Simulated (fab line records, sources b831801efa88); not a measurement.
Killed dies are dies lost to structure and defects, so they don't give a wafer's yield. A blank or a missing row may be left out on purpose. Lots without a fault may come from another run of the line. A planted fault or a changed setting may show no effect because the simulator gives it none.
One fault seen from 2 desks | flow gf180mcu | each desk has only its own numbers; what lay behind them comes last

THE TOOL OWNER'S DESK: lpcvd-01
The tool's own readings at GF_HV_LDD_CVD_56 (deposits Si3N4 from DCS/NH3, target thk 90 nm, time 1543 s): means of the sampled wafers that have a number, for each lot that ran on this tool. A lot is out of limits, marked OUT, if its mean lies more than 4 standard deviations from the usual mean; the brackets give that distance. Of its 8 readings 7 are shown: the one that was out of limits first, and those that lie furthest out on some lot.
Columns: A = spike_tc_bottom_C at GF_HV_LDD_CVD_56, usual 788.7 C; B = spike_tc_centre_C at GF_HV_LDD_CVD_56, usual 770.8 C; C = spike_tc_lower_C at GF_HV_LDD_CVD_56, usual 770.2 C; D = spike_tc_top_C at GF_HV_LDD_CVD_56, usual 785 C; E = spike_tc_upper_C at GF_HV_LDD_CVD_56, usual 771.2 C; F = susceptor_temp_C at GF_HV_LDD_CVD_56, usual 769.9 C; G = zone_power_bottom_pct at GF_HV_LDD_CVD_56, usual 19.9 %
lot  | first seen here | A                | B               | C               | D              | E               | F               | G
L359 | day 14 21:38    | 767.4 (-7.6) OUT | 749.9 (-17) OUT | 750.4 (-14) OUT | 762 (-7.5) OUT | 750.5 (-15) OUT | 748.3 (-64) OUT | 18.8
L362 | day 16 00:44    | 767.2 (-7.7) OUT | 749.7 (-18) OUT | 750.5 (-14) OUT | 763 (-7.1) OUT | 750.8 (-15) OUT | 748.6 (-63) OUT | 18.5
L369 | day 18 11:02    | 788.4            | 770.3           | 770.6           | 783            | 773.3           | 769.7           | 19.6
L371 | day 19 08:08    | 783.8            | 771.3           | 770.7           | 781            | 770.5           | 769.7           | 20.1
L372 | day 19 14:17    | 788.6            | 769.6           | 771.3           | 783            | 773.2           | 770.4           | 19.5
L374 | day 20 01:59    | 784.6            | 771.8           | 771.7           | 782            | 769.7           | 770.4           | 19.9
This desk's finding: out of limits on L359, L362; first on L359, day 14 21:38 (spike_tc_bottom_C at GF_HV_LDD_CVD_56). In limits: L369, L371, L372, L374.

THE METROLOGY DESK
What the gauges read, lot by lot, whatever tool the lot ran on: means of the sampled wafers that have a number. A lot is out of limits, marked OUT, if its mean lies more than 4 standard deviations from the usual mean; the brackets give that distance.
Columns: A = cd_nm at GF_HV_LDD_CD_MEAS_07, usual 399.0 nm; B = HV_LDD_CVD_56_THK at GF_HV_LDD_THK_MEAS_57, usual 89.9 nm; C = PSD_OVL at GF_PSD_OVL_MEAS_08, usual 0.9 nm
lot  | first seen here | A     | B              | C
L359 | day 12 05:33    | 399.1 | 57.7 (-34) OUT | -0.3
L360 | day 12 16:28    | 399.6 | 88.8           | 1.6
L361 | day 12 21:33    | 398.0 | 89.0           | 3.4
L362 | day 13 07:47    | 405.0 | 60.0 (-32) OUT | 0.7
L366 | day 14 11:54    | 398.3 | 89.6           | 0.9
L369 | day 15 11:57    | 399.2 | 90.1           | 0.1
L370 | day 15 19:34    | 396.9 | 88.3           | 0.0
L371 | day 16 07:40    | 401.7 | 89.9           | 1.0
L372 | day 16 13:12    | 397.0 | 90.5           | 0.8
L373 | day 16 17:48    | 399.3 | 90.4           | 0.7
L374 | day 17 01:10    | 397.2 | 90.7           | 1.9
This desk's finding: out of limits on L359, L362; first on L359, day 14 23:04 (HV_LDD_CVD_56_THK at GF_HV_LDD_THK_MEAS_57). In limits: L360, L361, L366, L369, L370, L371, L372, L373, L374.

PUT TOGETHER
The tool owner's desk could have raised an alarm at day 14 21:38, on L359, L362.
The metrology desk could have raised an alarm at day 14 23:04, on L359, L362.
Of the lots named, all ran GF_HV_LDD_CVD_56 on lpcvd-01.

WHAT THE SIMULATOR HAD PUT IN
Process parameter drift: lpcvd-01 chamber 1, from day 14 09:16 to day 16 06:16, at GF_HV_LDD_CVD_56. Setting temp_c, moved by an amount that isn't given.
Lots struck among those shown: L359, L362.
Hours from the fault's start to each desk's first reading out of limits: the tool owner's desk, 12; the metrology desk, 14.
